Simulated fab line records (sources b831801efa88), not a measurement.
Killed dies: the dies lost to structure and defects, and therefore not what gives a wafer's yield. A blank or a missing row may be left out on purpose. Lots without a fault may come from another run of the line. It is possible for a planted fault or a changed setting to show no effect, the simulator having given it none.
Problem report in the 8D (eight disciplines) form, filled by code ; flow sky130 ; the parts of the form that need people (team, actions taken, sign-off) are left out

== 1. PROBLEM STATEMENT ==
killed_at_M4_up at SKY_PAD_OPEN_PROBE_99 reads a mean of 42.8 on 9 wafers of 3 lots; wafers without a fault read 3.1 with a standard deviation of 1.6. Measured from the usual mean, that is +25 standard deviations.
Seen first at day 49 07:14 on prober-02, wafer L869.1. At this step, 22 wafers from 8 lots have a number in the record. By rule, "out" or "out of limits" means more than 4 standard deviations away from the usual mean. All remaining wafers that have a number are taken as sound.

== 2. WHAT IT IS, AND WHAT IT ISN'T ==
question;is;is not
which readings at this step;killed_at_M4_up;killed_at_M0_to_M3, killed_short
which lots;L869, L871, L872;L861, L862, L863, L866, L868
which wafers of those lots;all that have a number;-
read on which tools;prober-01, prober-02;-
when;from day 49 07:14;up to then (13 sound wafers)

== 3. THE SUSPECTS, EACH WITH WHAT RULES IT OUT ==
Counting: a tool at a process step up to the reading stays a suspect if it ran every lot that is out and no sound lot after the first of them.
- rie_metal-04 at SKY_METAL5_METAL_ETCH_15 (etches the open film in Cl2/BCl3, stops on SiO2, target depth 1260 nm, time 252 s): kept. All lots that are out passed through it, beginning with L869 at day 47 15:04, and no sound lot followed; its final sound lot before that point was L866 at day 47 03:46.
The count leaves rie_metal-04 at SKY_METAL5_METAL_ETCH_15.

== 4. THE CAUSE (what the simulator had put in) ==
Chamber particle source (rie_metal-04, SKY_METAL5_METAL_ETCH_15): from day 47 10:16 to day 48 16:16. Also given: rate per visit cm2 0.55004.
This tool alone remained once counting was done.

== 5. THE EFFECT CHAIN, in route order ==
One row per reading whose mean, taken over the struck wafers that have a number, lies over 3 standard deviations from the usual. Scope: only readings with a usual standard deviation given in the record; hours: median across lots of the time from each lot's start at the first step in this table that gives one to its start at this step; sigmas: change in usual standard deviations.
hours;step;reading;usual;on struck wafers;change;sigmas
0;SKY_PAD_OPEN_PROBE_99;defect_limited_yield;82.4 %;75.4;-7.0;-3.9
0;SKY_PAD_OPEN_PROBE_99;killed_at_M4_up;3.1;42.8;+39.7;+25
0;SKY_PAD_OPEN_PROBE_99;killed_dies;87;121;+34;+3.9
0;SKY_PAD_OPEN_PROBE_99;sort_bin_5_function;10.5 %;15.8;+5.3;+3.8
0;SKY_PAD_OPEN_PROBE_99;sort_n_pass;405;371;-34;-3.9
0;SKY_PAD_OPEN_PROBE_99;sort_yield_pct;82.4 %;75.4;-7.0;-3.9
It contains these process steps:
- SKY_PAD_OPEN_PROBE_99

== 6. HOW IT WOULD HAVE BEEN CAUGHT EARLIER ==
First out-of-limits reading in this record: day 49 07:14, which is 45 hours after fault onset at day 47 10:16.
No tool reading at SKY_METAL5_METAL_ETCH_15 that has a usual standard deviation in the record was out on any struck wafer, so an alarm limit of 4 standard deviations on those readings would not have fired.
By day 49 07:14 the whole set of lots that are out, 3 in number, had already begun SKY_METAL5_METAL_ETCH_15 on rie_metal-04. Tool hold at that time: it would have spared none of them.
